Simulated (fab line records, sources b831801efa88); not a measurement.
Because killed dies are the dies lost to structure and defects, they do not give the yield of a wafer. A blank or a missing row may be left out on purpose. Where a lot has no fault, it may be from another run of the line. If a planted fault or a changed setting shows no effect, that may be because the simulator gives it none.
Which tool was responsible? / flow sfq line / 14 lots, 42 wafers sampled, at 1 step of a route of 325

## WHAT THE GAUGES SHOWED, per wafer
The record lacks any reading of a measuring or inspecting step that a usual standard deviation could be used to judge.

## WHICH TOOL RAN EACH LOT (tool, then ch and the chambers of the sampled wafers, then the start)
lot=L838; SFQ_TRILAYER_M4_DEP_PRE_CLEAN_092=pvd sputter-06, day 40 22:43
lot=L839; SFQ_TRILAYER_M4_DEP_PRE_CLEAN_092=pvd sputter-06, day 41 03:25
lot=L842; SFQ_TRILAYER_M4_DEP_PRE_CLEAN_092=pvd sputter-04, day 41 12:31
lot=L843; SFQ_TRILAYER_M4_DEP_PRE_CLEAN_092=pvd sputter-06, day 41 16:02
lot=L844; SFQ_TRILAYER_M4_DEP_PRE_CLEAN_092=pvd sputter-06, day 41 19:07
lot=L845; SFQ_TRILAYER_M4_DEP_PRE_CLEAN_092=pvd sputter-05, day 41 20:55
lot=L853; SFQ_TRILAYER_M4_DEP_PRE_CLEAN_092=pvd sputter-06, day 45 00:13
lot=L855; SFQ_TRILAYER_M4_DEP_PRE_CLEAN_092=pvd sputter-04, day 45 03:55
lot=L856; SFQ_TRILAYER_M4_DEP_PRE_CLEAN_092=pvd sputter-06, day 45 05:07
lot=L857; SFQ_TRILAYER_M4_DEP_PRE_CLEAN_092=pvd sputter-04, day 50 05:05
lot=L858; SFQ_TRILAYER_M4_DEP_PRE_CLEAN_092=pvd sputter-04, day 51 05:26
lot=L859; SFQ_TRILAYER_M4_DEP_PRE_CLEAN_092=pvd sputter-06, day 51 07:14
lot=L860; SFQ_TRILAYER_M4_DEP_PRE_CLEAN_092=pvd sputter-06, day 51 13:34
lot=L861; SFQ_TRILAYER_M4_DEP_PRE_CLEAN_092=pvd sputter-04, day 53 01:26
- SFQ_TRILAYER_M4_DEP_PRE_CLEAN_092: time 22.5 s.

## WHAT THE TOOLS THEMSELVES READ (means of the sampled wafers that have a number; where no wafer has one, the mark that the record gives instead)
SFQ_TRILAYER_M4_DEP_PRE_CLEAN_092.
lot=L838; tool=pvd sputter-06; bias v (V)=250.5
lot=L839; tool=pvd sputter-06; bias v (V)=251.2
lot=L842; tool=pvd sputter-04; bias v (V)=-
lot=L843; tool=pvd sputter-06; bias v (V)=-
lot=L844; tool=pvd sputter-06; bias v (V)=250.0
lot=L845; tool=pvd sputter-05; bias v (V)=252.5
lot=L853; tool=pvd sputter-06; bias v (V)=248.5
lot=L855; tool=pvd sputter-04; bias v (V)=247.5
lot=L856; tool=pvd sputter-06; bias v (V)=250.0
lot=L857; tool=pvd sputter-04; bias v (V)=250.5
lot=L858; tool=pvd sputter-04; bias v (V)=249.6
lot=L859; tool=pvd sputter-06; bias v (V)=251.2
lot=L860; tool=pvd sputter-06; bias v (V)=251.3
lot=L861; tool=pvd sputter-04; bias v (V)=248.7

## THE ANSWER, worked out from the rows above alone
Rule: the usual values come from the lots themselves. The widest of any qualifying gaps counts: lots, ordered by their means at a reading, are off when they make up no more than a third of the lots, leave a main group of 4 or more, and stand apart from it by 3 or more times the standard deviation of that group's means. If all means in a main group match to the digits the tables above print for the reading, that group is not used. Also off: a lot with no number at a reading for which 4 or more lots have one. Where the step has rows for the other lots, those lots are counted as sound. First the gauges in route order, then the tools' own readings, where a lot's mean is used as printed above. At the first step where some lot is off, the reading lying furthest off is the one used; lots without a number count as furthest.
Off, at SFQ_TRILAYER_M4_DEP_PRE_CLEAN_092 on bias v: L842, L843. Without a number there: L842, L843. Main group: mean 250.1 V, sd 1.3.
A tool fits if, at that step or a process step before it, it ran every lot that is off, and no sound lot after the first of them. None of those tried fits.

## WHAT WAS PUT IN BY THE SIMULATOR
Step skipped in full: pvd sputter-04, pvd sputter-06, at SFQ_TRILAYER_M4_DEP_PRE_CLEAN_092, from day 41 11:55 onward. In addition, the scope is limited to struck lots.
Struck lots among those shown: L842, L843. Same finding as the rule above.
